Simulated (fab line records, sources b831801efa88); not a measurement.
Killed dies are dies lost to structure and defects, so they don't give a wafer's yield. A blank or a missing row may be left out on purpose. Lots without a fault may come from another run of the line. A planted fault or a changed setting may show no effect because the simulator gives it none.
Which tool did it? | flow gf180mcu | 13 lots, 39 wafers sampled, at 1 step of a route of 602

WHAT THE GAUGES READ, wafer by wafer
GF_CONTACT_THK_MEAS_26: measures by xrf.
lot  | measured     | on            | CONTACT_W_THK (nm)
L435 | day 16 03:23 | film_metro-03 | 285 287 287
L437 | day 17 01:50 | film_metro-03 | 285 283 285
L438 | day 17 13:55 | film_metro-01 | 292 287 288
L440 | day 18 10:47 | film_metro-04 | 295 288 289
L441 | day 18 15:16 | film_metro-01 | 299 295 298
L442 | day 19 13:13 | film_metro-03 | 284 282 282
L443 | day 19 20:46 | film_metro-03 | 281 287 283
L444 | day 19 21:14 | film_metro-04 | 296 291 298
L445 | day 20 05:40 | film_metro-03 | 290 287 289
L452 | day 22 15:53 | film_metro-03 | 286 286 289
L453 | day 23 05:04 | film_metro-01 | 297 294 294
L454 | day 23 09:26 | film_metro-04 | 292 286 289
L455 | day 23 16:04 | film_metro-01 | 294 292 298

WHICH TOOL RAN EACH LOT (tool, then ch and the chambers of the sampled wafers, then the start)
The record holds no process step before these readings.

WHAT THE TOOLS THEMSELVES READ (means of the sampled wafers that have a number; where no wafer has one, the mark that the record gives instead)
The record holds no such reading with a usual standard deviation.

THE ANSWER, worked out from the rows above alone
Rule: what is usual is taken from the lots themselves. Put in order of their means at a reading, lots are off if they are a third of the lots or fewer, leave a main group of 4 or more, and stand apart from it by a gap of 3 or more times the standard deviation of the main group's means; of several such gaps the widest counts. A main group whose means are all the same, to the digits that the tables above print for the reading, isn't used. A lot without any number at a reading at which 4 lots or more have one is off too. The other lots that the step has rows for count as sound. The gauges are gone through in route order, then the tools' own readings, and for those a lot's mean is taken as printed above. The first step at which some lot is off is used, and at that step the reading that is off furthest; a lot without a number counts as furthest.
No lot is off at any reading shown: from this, nothing can be told.

WHAT THE SIMULATOR HAD PUT IN
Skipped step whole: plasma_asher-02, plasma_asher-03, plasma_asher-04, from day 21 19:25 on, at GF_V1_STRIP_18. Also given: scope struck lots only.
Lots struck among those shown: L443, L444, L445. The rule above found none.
